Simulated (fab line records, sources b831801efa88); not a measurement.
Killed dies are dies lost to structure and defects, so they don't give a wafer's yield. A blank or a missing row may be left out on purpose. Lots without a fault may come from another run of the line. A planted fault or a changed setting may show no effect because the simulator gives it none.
Problem report in the 8D (eight disciplines) form, filled by code | flow sky130 | the parts of the form that need people (team, actions taken, sign-off) are left out

1. THE PROBLEM
killed_at_contacts at SKY_PAD_OPEN_PROBE_99 reads a mean of 79 on 1 wafer of 1 lot; wafers without a fault read 24 with a standard deviation of 5.5. That is +10 standard deviations from the usual mean.
First seen on wafer L653.5, day 49 16:23, on prober-01. The record holds 39 wafers of 13 lots with a number at this step. Rule for "out", or "out of limits": more than 4 standard deviations from the usual mean. The other wafers with a number count as sound.

2. WHAT IT IS AND WHAT IT IS NOT
question                    | is                              | is not
which readings at this step | killed_at_contacts, killed_dies | killed_at_M0_to_M3, killed_at_M4_up, killed_at_front_end, killed_at_other, killed_open, killed_short
which lots                  | L653                            | L636, L637, L640, L641, L642, L643, L644, L645, L646, L647, L648, L650
which wafers of those lots  | L653.5                          | L653.3, L653.6
read on which tools         | prober-01                       | prober-02
when                        | from day 49 16:23               | up to then (37 sound wafers); but 1 sound wafer of L653 came after

3. SUSPECTS, AND WHAT RULES EACH OUT
Counting: a tool at a process step up to the reading stays a suspect if it ran every lot that is out. Sound lots after the first of them don't rule it out here, since some wafers of a struck lot are sound.
- pvd_sputter-04 at SKY_LI_CONTACT_PRE_CLEAN_18 (time 5.6 s): kept. It ran the lot that is out, L653 (day 34 14:14); its last sound lot up to then is L650 (day 33 19:20).
- rie_metal-04 at SKY_METAL2_DESCUM_17 (chemistry O2, time 8 s): kept. It ran the lot that is out, L653 (day 40 04:35); its last sound lot up to then is L648 (day 39 06:21).
- cmp-01 at SKY_VIA2_CMP_24 (polishes, stops on SiO2, t overpolish 20 s, target thk 0 nm): kept. It ran the lot that is out, L653 (day 41 07:02); its last sound lot up to then is L648 (day 40 09:31).
- prober-01 at SKY_PAD_OPEN_PROBE_99: kept. It ran the lot that is out, L653 (day 49 16:17); its last sound lot up to then is L647 (day 48 17:13). Its own readings are out on those wafers: killed_at_contacts, killed_dies.
- Within cmp-01 at SKY_VIA2_CMP_24: the wafers that are out ran in chamber 3; their sound lot-mates ran in chambers 0, 2.
Left after counting: pvd_sputter-04 at SKY_LI_CONTACT_PRE_CLEAN_18, rie_metal-04 at SKY_METAL2_DESCUM_17, cmp-01 at SKY_VIA2_CMP_24, prober-01 at SKY_PAD_OPEN_PROBE_99.

4. THE CAUSE (what the simulator had put in)
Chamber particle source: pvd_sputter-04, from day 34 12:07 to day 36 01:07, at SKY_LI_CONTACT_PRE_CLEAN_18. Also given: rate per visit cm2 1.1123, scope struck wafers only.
Counting left 4 suspects, and this tool is among them.

5. THE CHAIN OF EFFECTS, in route order
Each row: a reading whose mean over the struck wafers that have a number lies more than 3 standard deviations from the usual. Only readings for which the record gives a usual standard deviation are gone through. hours: the time from each lot's start at the first step in this table that gives one to its start at this step, as a median over the lots. sigmas: the change in usual standard deviations.
hours | step                  | reading            | usual | on struck wafers | change | sigmas
0     | SKY_PAD_OPEN_PROBE_99 | killed_at_contacts | 24    | 79               | +55    | +10
0     | SKY_PAD_OPEN_PROBE_99 | killed_dies        | 86    | 139              | +53    | +6.5
The process steps in it:
- SKY_PAD_OPEN_PROBE_99

6. WHAT WOULD HAVE CAUGHT IT SOONER
In this record the first reading out of limits was taken at day 49 16:23, 364 hours after the fault began at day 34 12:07.
All the lots that are out (1) had begun SKY_LI_CONTACT_PRE_CLEAN_18 on pvd_sputter-04 by day 49 16:23. A hold on the tool at that time would have spared none of them.
